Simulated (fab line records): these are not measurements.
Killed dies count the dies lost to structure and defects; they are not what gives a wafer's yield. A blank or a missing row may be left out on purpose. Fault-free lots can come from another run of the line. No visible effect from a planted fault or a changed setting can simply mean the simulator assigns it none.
Which tool did it?    flow sky130    14 lots, 42 wafers sampled, at 2 steps of a route of 708

## WHAT THE GAUGES SHOWED, per wafer
SKY_GATE_OXIDE_THK_MEAS_02.
lot   measured      on             GATE_OXIDE_OXIDATION_00_THK (nm)
L917  day 12 10:20  film metro-02  10.18 10.06 10.19
L920  day 13 10:04  film metro-02  10.23 10.20 10.32
L921  day 13 18:54  film metro-03  10.24 10.30 10.13
L922  day 14 03:22  film metro-03  10.58 10.89 10.54
L923  day 14 12:59  film metro-02  10.36 10.20 10.14
L924  day 14 17:00  film metro-04  10.29 10.29 10.16
L925  day 15 09:56  film metro-04  10.20 10.43 10.51
L926  day 16 18:03  film metro-04  10.32 10.10 10.27
L927  day 16 21:32  film metro-04  9.90 10.09 10.16
L929  day 17 00:36  film metro-03  10.01 10.12 10.15
L930  day 17 08:34  film metro-03  10.23 10.15 10.20
L936  day 19 06:17  film metro-03  10.10 10.30 10.13
L939  day 20 07:00  film metro-04  13.55 13.55 13.33
L940  day 20 10:49  film metro-04  13.50 13.58 13.50

## WHAT TOOL EACH LOT RAN ON (gives the tool, then ch and the chambers of the sampled wafers, and finally the start)
lot   SKY_GATE_OXIDE_OXIDATION_01
L917  furnace-01 ch 0, day 12 08:55
L920  furnace-01 ch 0, day 13 08:38
L921  furnace-02 ch 0, day 13 17:29
L922  furnace-01 ch 0, day 14 01:57
L923  furnace-02 ch 0, day 14 11:35
L924  furnace-02 ch 0, day 14 15:34
L925  furnace-02 ch 0, day 15 08:30
L926  furnace-01 ch 0, day 16 16:38
L927  furnace-02 ch 0, day 16 20:06
L929  furnace-01 ch 0, day 16 23:11
L930  furnace-02 ch 0, day 17 07:07
L936  furnace-02 ch 0, day 19 04:52
L939  furnace-02 ch 0, day 20 05:35
L940  furnace-02 ch 0, day 20 09:25
- SKY_GATE_OXIDE_OXIDATION_01: stabilise 600 s, purge 300 s, target thk 10.268 nm.

## AS READ BY THE TOOLS THEMSELVES (means over the sampled wafers that have a number; for cases with no such wafer, the mark the record gives instead)
The record holds no such reading with a usual standard deviation.

## THE ANSWER, worked out from the rows above alone
Rule: usual is defined by the lots themselves. The widest of any qualifying gaps counts: lots, ordered by their means at a reading, are off when they make up no more than a third of the lots, leave a main group of 4 or more, and stand apart from it by 3 or more times the standard deviation of that group's means. Not used: any main group whose means are identical at the precision the tables above print for the reading. A lot without any number at a reading at which 4 lots or more have one is off too. All remaining lots with rows at the step are treated as sound. First the gauges in route order, then the tools' own readings, where a lot's mean is used as printed above. At the first step where some lot is off, the reading lying furthest off is the one used; lots without a number count as furthest.
Off: L939, L940, at SKY_GATE_OXIDE_THK_MEAS_02 (GATE_OXIDE_OXIDATION_00_THK). The main group: mean 10.24 nm, standard deviation 0.15.
A tool fits if, at a process step before that reading, it ran every lot that is off, and no sound lot after the first of them. The gauges at SKY_GATE_OXIDE_THK_MEAS_02 are tried like those tools. This does not decide it: 2 tools fit, namely furnace-02 at SKY_GATE_OXIDE_OXIDATION_01 and film metro-04 at SKY_GATE_OXIDE_THK_MEAS_02.

## WHAT WAS PUT IN BY THE SIMULATOR
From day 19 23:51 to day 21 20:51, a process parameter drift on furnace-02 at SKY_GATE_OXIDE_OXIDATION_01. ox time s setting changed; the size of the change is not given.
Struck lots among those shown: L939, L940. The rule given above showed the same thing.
